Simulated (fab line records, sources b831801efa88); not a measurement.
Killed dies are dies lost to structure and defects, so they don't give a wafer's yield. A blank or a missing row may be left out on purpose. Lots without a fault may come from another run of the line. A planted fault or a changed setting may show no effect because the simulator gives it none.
Which tool did it? | flow gf180mcu | 12 lots, 36 wafers sampled, at 5 steps of a route of 602

WHAT THE GAUGES READ, wafer by wafer
GF_V4_RS_MEAS_24: measures by four-point-probe. Usual: V4_W_RS 0.326 ohm/sq, standard deviation 0.0056.
lot  | measured     | on            | V4_W_RS (ohm/sq)  | flag
L759 | day 24 09:05 | film_metro-03 | 0.328 0.330 0.329 |
L760 | day 24 19:28 | film_metro-01 | 0.322 0.316 0.316 |
L761 | day 25 07:13 | film_metro-02 | 0.319 0.323 0.317 |
L762 | day 25 11:19 | film_metro-01 | 0.326 0.326 0.328 |
L765 | day 26 12:13 | film_metro-03 | 0.319 0.325 0.327 |
L769 | day 28 03:10 | film_metro-02 | 0.334 0.331 0.331 |
L770 | day 28 12:47 | film_metro-03 | 0.323 0.321 0.322 |
L773 | day 29 05:02 | film_metro-01 | 0.324 0.330 0.329 |
L774 | day 29 14:40 | film_metro-02 | 0.326 0.324 0.327 |
L777 | day 30 04:13 | film_metro-03 | 0.321 0.320 0.321 |
L779 | day 30 18:01 | film_metro-03 | 0.325 0.321 0.321 |
L781 | day 31 03:19 | film_metro-01 | 0.328 0.333 0.333 |

GF_M5_CD_MEAS_07: target cd 280 nm. Usual: cd_nm 279.7 nm, standard deviation 1.3.
lot  | measured     | on        | cd_nm (nm)        | flag
L759 | day 26 05:32 | cd_sem-02 | 277.6 278.3 279.0 |
L760 | day 26 15:16 | cd_sem-02 | 280.8 281.4 281.0 |
L761 | day 27 02:10 | cd_sem-01 | 278.7 278.3 278.3 |
L762 | day 27 05:41 | cd_sem-02 | 279.2 281.2 281.0 |
L765 | day 28 05:55 | cd_sem-02 | 279.4 279.6 278.7 |
L769 | day 29 18:20 | cd_sem-02 | 269.0 269.2 269.3 | OFF
L770 | day 30 04:20 | cd_sem-01 | 272.2 273.6 273.1 | OFF
L773 | day 30 19:40 | cd_sem-01 | 279.3 278.3 278.8 |
L774 | day 31 04:32 | cd_sem-02 | 279.1 279.5 278.3 |
L777 | day 31 16:52 | cd_sem-02 | 278.2 279.1 279.4 |
L779 | day 32 05:56 | cd_sem-02 | 278.6 278.6 278.1 |
L781 | day 32 15:10 | cd_sem-01 | 279.3 280.5 279.1 |

GF_M5_OVL_MEAS_08. Usual: M5_OVL 3 nm, standard deviation 5.
lot  | measured     | on         | M5_OVL (nm) | flag
L759 | day 26 05:38 | overlay-01 | -6 -5 3     |
L760 | day 26 15:23 | overlay-02 | 22 13 9     |
L761 | day 27 02:17 | overlay-01 | 8 -5 -3     |
L762 | day 27 05:47 | overlay-02 | 5 5 1       |
L765 | day 28 06:02 | overlay-02 | 9 6 9       |
L769 | day 29 18:26 | overlay-02 | 0 4 5       |
L770 | day 30 04:26 | overlay-02 | -4 -3 -4    |
L773 | day 30 19:47 | overlay-01 | 6 5 4       |
L774 | day 31 04:38 | overlay-01 | -4 1 1      |
L777 | day 31 16:59 | overlay-02 | 1 5 -2      |
L779 | day 32 06:02 | overlay-02 | 1 3 1       |
L781 | day 32 15:17 | overlay-01 | -3 0 3      |

WHICH TOOL RAN EACH LOT (tool, then ch and the chambers of the sampled wafers, then the start)
lot  | GF_M4_SPUTTER_01             | GF_M5_EXPOSE_04
L759 | pvd_sputter-04, day 22 09:32 | krf_scanner-01 ch 0, day 25 18:26
L760 | pvd_sputter-04, day 22 19:59 | krf_scanner-01 ch 0, day 26 04:55
L761 | pvd_sputter-03, day 23 08:46 | krf_scanner-02 ch 0, day 26 16:08
L762 | pvd_sputter-04, day 23 12:31 | krf_scanner-02 ch 0, day 26 19:17
L765 | pvd_sputter-01, day 24 14:21 | krf_scanner-02 ch 0, day 27 19:47
L769 | pvd_sputter-01, day 26 07:47 | krf_scanner-02 ch 0, day 29 08:41
L770 | pvd_sputter-01, day 26 19:38 | krf_scanner-02 ch 0, day 29 19:39
L773 | pvd_sputter-03, day 27 11:01 | krf_scanner-01 ch 0, day 30 10:08
L774 | pvd_sputter-03, day 27 21:56 | krf_scanner-01 ch 0, day 30 20:24
L777 | pvd_sputter-04, day 28 10:53 | krf_scanner-01 ch 0, day 31 08:18
L779 | pvd_sputter-04, day 29 02:01 | krf_scanner-01 ch 0, day 31 21:39
L781 | pvd_sputter-03, day 29 12:22 | krf_scanner-01 ch 0, day 32 07:15
- GF_M4_SPUTTER_01: material TiN, target thk 30 nm, time 25 s.
- GF_M5_EXPOSE_04: exposes mask Metal5, target cd 280 nm.

WHAT THE TOOLS THEMSELVES READ (means of the sampled wafers that have a number; where no wafer has one, the mark that the record gives instead)
GF_M4_SPUTTER_01. Usual: cathode_dc_power_W 6500.0 W, standard deviation 1.1; throttle_valve_pct 29.7 %, standard deviation 0.81.
lot  | tool           | cathode_dc_power_W (W) | throttle_valve_pct (%) | flag
L759 | pvd_sputter-04 | 6499.8                 | 29.7                   |
L760 | pvd_sputter-04 | 6498.8                 | 29.6                   |
L761 | pvd_sputter-03 | 6500.3                 | 29.0                   |
L762 | pvd_sputter-04 | 6500.7                 | 29.5                   |
L765 | pvd_sputter-01 | 6498.9                 | 30.1                   |
L769 | pvd_sputter-01 | 6499.9                 | 29.5                   |
L770 | pvd_sputter-01 | 6500.6                 | 30.0                   |
L773 | pvd_sputter-03 | 6500.0                 | 28.8                   |
L774 | pvd_sputter-03 | 6499.8                 | 29.6                   |
L777 | pvd_sputter-04 | 6499.1                 | 29.5                   |
L779 | pvd_sputter-04 | 6500.6                 | 29.4                   |
L781 | pvd_sputter-03 | 6500.5                 | 30.4                   |

GF_M5_EXPOSE_04. Usual: exposure_dose_mJ_cm2 28.005, standard deviation 0.028; focus_offset_nm 0.0 nm, standard deviation 0.49.
lot  | tool           | exposure_dose_mJ_cm2 | focus_offset_nm (nm) | flag
L759 | krf_scanner-01 | 27.985               | 0.5                  |
L760 | krf_scanner-01 | 28.055               | -0.2                 |
L761 | krf_scanner-02 | 28.020               | 0.4                  |
L762 | krf_scanner-02 | 27.998               | 0.5                  |
L765 | krf_scanner-02 | 27.978               | -0.4                 |
L769 | krf_scanner-02 | 30.142               | 0.4                  | OFF
L770 | krf_scanner-02 | 29.724               | 0.8                  | OFF
L773 | krf_scanner-01 | 27.998               | -0.6                 |
L774 | krf_scanner-01 | 27.995               | 0.2                  |
L777 | krf_scanner-01 | 27.998               | -0.4                 |
L779 | krf_scanner-01 | 28.032               | -0.0                 |
L781 | krf_scanner-01 | 27.949               | -0.4                 |

THE ANSWER, worked out from the rows above alone
Rule: a lot is off if the mean of its wafers that have a number lies more than 3 standard deviations from the usual mean. A lot without any number at a reading at which 4 lots or more have one is off too. The other lots that the step has rows for count as sound. The gauges are gone through in route order, then the tools' own readings, and for those a lot's mean is taken as printed above. The first step at which some lot is off is used, and at that step the reading that is off furthest; a lot without a number counts as furthest.
Off: L769, L770, at GF_M5_CD_MEAS_07 (cd_nm).
A tool fits if, at a process step before that reading, it ran every lot that is off, and no sound lot after the first of them. The gauges at GF_M5_CD_MEAS_07 aren't tried: what is off there is off at GF_M5_EXPOSE_04 too, on other tools, and a gauge's error can't cause that. Can't be told from this: 2 tools fit, pvd_sputter-01 at GF_M4_SPUTTER_01, krf_scanner-02 at GF_M5_EXPOSE_04.

WHAT THE SIMULATOR HAD PUT IN
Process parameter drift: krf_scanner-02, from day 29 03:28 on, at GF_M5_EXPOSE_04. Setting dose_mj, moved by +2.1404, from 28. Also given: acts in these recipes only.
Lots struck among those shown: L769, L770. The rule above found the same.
